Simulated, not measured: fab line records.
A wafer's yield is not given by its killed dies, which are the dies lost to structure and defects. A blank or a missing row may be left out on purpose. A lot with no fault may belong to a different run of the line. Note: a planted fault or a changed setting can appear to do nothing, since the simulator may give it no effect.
A lot that was struck, set against a sound lot -- flow gf180mcu -- 17 steps out of a route of 602
Sound: the wafers L247.2, L247.4, L247.5. Wafers struck: L239.2, L239.3. At the end, the cause is stated.
Per side, at each step with rows, come the tool, then ch with its chambers, and then its first start. Under that, the readings that differ: sound wafers -- struck wafers -- difference of the means -- sigmas: that difference in standard deviations of wafers without a fault.
alike: words and numbers the same on both sides, and readings whose means are apart by under 2 such deviations; not compared: readings that were withheld, readings missing a value for some wafer, numbers with overlapping values and no deviation given by the record, and bounds like >300 which may hide the same value.
The two part at a step that has a row with sigmas, a row that says differs or no value, or rows on one side only. Numbers that have no deviation but don't overlap get no sigmas and don't part them. Lack of a reading on every wafer of one side parts them only where that side has two or more wafers.

first, 4 steps without rows for these wafers: GF_SAB_SOFTBAKE_05 (time 60 s); GF_SAB_EXPOSE_06 (exposes mask SAB, target cd 420 nm); GF_SAB_PEB_07; GF_SAB_DEVELOP_08 (develop time 60 s).
GF_SAB_CD_MEAS_09: the cd target is 420 nm.
  sound: cd-sem-01 at day 21 05:04; struck: cd-sem-01 at day 18 03:30
  alike: cd-nm
GF_SAB_OVL_MEAS_10:
  sound: overlay-02 at day 21 05:10; struck: overlay-02 at day 18 03:37
  alike: SAB_OVL
GF_SAB_ETCH_11: etches SiO2 in C4F8/O2/Ar, target depth 55 nm, time 8.5 s.
  sound on rie-diel-02 ch 0,3, day 21 05:11; struck on rie-diel-04 ch 1,2, day 18 03:38
reading,sound,struck,difference,sigmas
oes-product-au (a.u.),1.016 1.025 1.012,0.989 0.990,-0.028,-2
  alike: bias-w
  not compared: rf-hours-counter-h
then, 1 step without rows for these wafers: GF_SAB_WET_ETCH_12 (etches SiO2 in dHF, target depth 22 nm, time 440 s).
GF_SAB_STRIP_13: strips in O2/N2.
  sound on plasma-asher-01 ch 0,1, day 21 05:20; struck on plasma-asher-04 ch 0,1, day 18 03:58
  alike: drypump-motor-current-A, heater-power-w, oes-product-au, strip-time-to-endpoint-s
  not compared: rf-hours-counter-h
then, 2 steps without rows for these wafers: GF_SALICIDE_CLEAN_00 (cleans in SC1/SC2, time 150 s); GF_SALICIDE_WET_ETCH_01 (etches SiO2 in dHF, target depth 5 nm, time 100 s).
GF_SALICIDE_SPUTTER_02: material Co, target thk 10 nm, time 20 s.
  sound: pvd-sputter-02 at day 21 05:32; struck: pvd-sputter-03 at day 18 04:14
  alike: throttle-valve-pct
GF_SALICIDE_SPUTTER_03: material TiN, target thk 20 nm, time 16.7 s.
  sound: pvd-sputter-02 at day 21 05:34; struck: pvd-sputter-03 at day 18 04:15
reading,sound,struck,difference,sigmas
model.TiN_of_SALICIDE_SPUTTER_03.thk-nm (nm),19.39 19.97 19.86,22.21 22.13,+2.43,
  alike: throttle-valve-pct
GF_SALICIDE_RS_MEAS_04: measurement is done with a four-point probe.
  sound: film-metro-03 at day 21 05:36; struck: film-metro-03 at day 18 04:18
reading,sound,struck,difference,sigmas
SALICIDE_TIN_RS (ohm/sq),17.3 16.8 16.9,15.3 15.3,-1.7,-5
GF_SALICIDE_THK_MEAS_05: measures by xrf.
  sound: film-metro-03 at day 21 05:43; struck: film-metro-03 at day 18 04:38
reading,sound,struck,difference,sigmas
SALICIDE_TIN_THK (nm),19.3 20.0 19.9,22.3 22.2,+2.5,+8
  not compared: hold
GF_SALICIDE_RTA_06: time 30 s.
  sound on rtp-anneal-01 ch 0, day 21 05:47; struck on rtp-anneal-01 ch 0, day 18 05:34
reading,sound,struck,difference,sigmas
hold,- - -,await-dispo/0.9h/release await-dispo/0.9h/release,no value on the sound wafers,
  alike: anneal-temp-c-max, lamp-power-pct, wafer_temp_C_max
next, for these wafers, 1 step has no rows: GF_PASSIVATION_PROBE_99.

== WHERE THEY PART ==
First at GF_SAB_ETCH_11; last, within this record, at GF_SALICIDE_RTA_06.

WHY: whatever the simulator had introduced
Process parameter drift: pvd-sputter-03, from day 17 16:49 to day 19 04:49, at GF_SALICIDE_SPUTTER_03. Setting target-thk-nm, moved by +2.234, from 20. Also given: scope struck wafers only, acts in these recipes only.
